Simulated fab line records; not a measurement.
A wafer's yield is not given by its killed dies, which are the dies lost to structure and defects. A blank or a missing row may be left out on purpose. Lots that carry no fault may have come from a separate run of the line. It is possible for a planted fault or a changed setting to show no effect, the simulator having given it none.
Which tool is to blame? || flow sky130 || 11 lots with 33 wafers sampled at 4 steps, on a route of 708 steps

## WHAT THE GAUGES READ, wafer by wafer
SKY_METAL3_CD_MEAS_13: the cd target is 300 nm.
{"lot": "L977", "measured": "day 39 13:00", "on": "cd_sem-02", "cd_nm (nm)": "301.0 300.7 299.4"}
{"lot": "L978", "measured": "day 39 14:38", "on": "cd_sem-02", "cd_nm (nm)": "300.3 299.3 300.2"}
{"lot": "L979", "measured": "day 39 16:12", "on": "cd_sem-01", "cd_nm (nm)": "296.2 298.5 297.8"}
{"lot": "L982", "measured": "day 41 09:49", "on": "cd_sem-02", "cd_nm (nm)": "299.7 299.7 300.4"}
{"lot": "L984", "measured": "day 41 12:01", "on": "cd_sem-02", "cd_nm (nm)": "302.6 303.0 305.4"}
{"lot": "L983", "measured": "day 41 12:22", "on": "cd_sem-01", "cd_nm (nm)": "301.3 300.9 300.7"}
{"lot": "L987", "measured": "day 41 18:26", "on": "cd_sem-01", "cd_nm (nm)": "299.8 301.0 301.1"}
{"lot": "L992", "measured": "day 42 19:59", "on": "cd_sem-01", "cd_nm (nm)": "328.0 328.8 327.4"}
{"lot": "L994", "measured": "day 43 13:07", "on": "cd_sem-02", "cd_nm (nm)": "322.1 322.8 320.4"}
{"lot": "L996", "measured": "day 44 06:31", "on": "cd_sem-01", "cd_nm (nm)": "300.9 300.9 300.9"}
{"lot": "L997", "measured": "day 44 09:56", "on": "cd_sem-02", "cd_nm (nm)": "295.8 298.3 298.3"}

## WHAT TOOL EACH LOT RAN ON (gives the tool, then ch and the chambers of the sampled wafers, and finally the start)
{"lot": "L977", "SKY_METAL3_SPUTTER_02": "pvd_sputter-04, day 37 08:29", "SKY_CAPM_STRIP_14": "plasma_asher-02 ch 0,1, day 38 10:58", "SKY_METAL3_EXPOSE_10": "krf_scanner-02 ch 0, day 39 00:53"}
{"lot": "L978", "SKY_METAL3_SPUTTER_02": "pvd_sputter-04, day 37 10:44", "SKY_CAPM_STRIP_14": "plasma_asher-03 ch 0,1, day 38 12:38", "SKY_METAL3_EXPOSE_10": "krf_scanner-02 ch 0, day 39 01:57"}
{"lot": "L979", "SKY_METAL3_SPUTTER_02": "pvd_sputter-01, day 37 13:13", "SKY_CAPM_STRIP_14": "plasma_asher-02 ch 0,1, day 38 14:55", "SKY_METAL3_EXPOSE_10": "krf_scanner-01 ch 0, day 39 04:26"}
{"lot": "L982", "SKY_METAL3_SPUTTER_02": "pvd_sputter-03, day 39 08:22", "SKY_CAPM_STRIP_14": "plasma_asher-02 ch 0,1, day 40 08:40", "SKY_METAL3_EXPOSE_10": "krf_scanner-01 ch 0, day 40 21:07"}
{"lot": "L984", "SKY_METAL3_SPUTTER_02": "pvd_sputter-01, day 39 10:07", "SKY_CAPM_STRIP_14": "plasma_asher-03 ch 0,1, day 40 10:46", "SKY_METAL3_EXPOSE_10": "krf_scanner-02 ch 0, day 40 23:14"}
{"lot": "L983", "SKY_METAL3_SPUTTER_02": "pvd_sputter-03, day 39 10:46", "SKY_CAPM_STRIP_14": "plasma_asher-02 ch 0,1, day 40 11:14", "SKY_METAL3_EXPOSE_10": "krf_scanner-01 ch 0, day 40 23:41"}
{"lot": "L987", "SKY_METAL3_SPUTTER_02": "pvd_sputter-04, day 39 17:35", "SKY_CAPM_STRIP_14": "plasma_asher-02 ch 0,1, day 40 17:41", "SKY_METAL3_EXPOSE_10": "krf_scanner-02 ch 0, day 41 07:15"}
{"lot": "L992", "SKY_METAL3_SPUTTER_02": "pvd_sputter-04, day 40 20:11", "SKY_CAPM_STRIP_14": "plasma_asher-02 ch 0,1, day 41 20:23", "SKY_METAL3_EXPOSE_10": "krf_scanner-02 ch 0, day 42 09:55"}
{"lot": "L994", "SKY_METAL3_SPUTTER_02": "pvd_sputter-03, day 41 14:56", "SKY_CAPM_STRIP_14": "plasma_asher-03 ch 0,1, day 42 14:53", "SKY_METAL3_EXPOSE_10": "krf_scanner-02 ch 0, day 43 02:20"}
{"lot": "L996", "SKY_METAL3_SPUTTER_02": "pvd_sputter-01, day 42 09:41", "SKY_CAPM_STRIP_14": "plasma_asher-02 ch 0,1, day 43 08:23", "SKY_METAL3_EXPOSE_10": "krf_scanner-01 ch 0, day 43 19:25"}
{"lot": "L997", "SKY_METAL3_SPUTTER_02": "pvd_sputter-01, day 42 12:17", "SKY_CAPM_STRIP_14": "plasma_asher-01 ch 0,1, day 43 11:07", "SKY_METAL3_EXPOSE_10": "krf_scanner-01 ch 0, day 43 22:22"}
- SKY_METAL3_SPUTTER_02: material AlCu, target thk 735 nm, time 39.1 s.
- SKY_CAPM_STRIP_14: strips in O2/N2.
- SKY_METAL3_EXPOSE_10: exposes mask MM3, target cd 300 nm.

## THE ANSWER, worked out from the rows above alone
Rule: the usual values come from the lots themselves. The widest of any qualifying gaps counts: lots, ordered by their means at a reading, are off when they make up no more than a third of the lots, leave a main group of 4 or more, and stand apart from it by 3 or more times the standard deviation of that group's means. The tables above print the reading to a certain number of digits; a main group whose means all agree to those digits is not used. Also off: a lot with no number at a reading for which 4 or more lots have one. The other lots that the step has rows for count as sound.
Off: L992, L994, at SKY_METAL3_CD_MEAS_13 (cd_nm). Main group: mean 300.2 nm, sd 1.8.
A tool fits if, at a process step before that reading, it ran every lot that is off, and no sound lot after the first of them. The gauges at SKY_METAL3_CD_MEAS_13 are tried like those tools. One candidate fits, namely krf_scanner-02 at SKY_METAL3_EXPOSE_10. Its last sound lot is L987 (day 41 07:15), its first lot that is off L992 (day 42 09:55): a fault that began between those two fits.

## WHAT THE SIMULATOR HAD PUT IN
Process parameters drifting: krf_scanner-02 at SKY_METAL3_EXPOSE_10, beginning at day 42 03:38. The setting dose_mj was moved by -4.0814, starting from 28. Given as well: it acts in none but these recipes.
Lots struck among those shown: L992, L994. This agrees with what the rule above found.
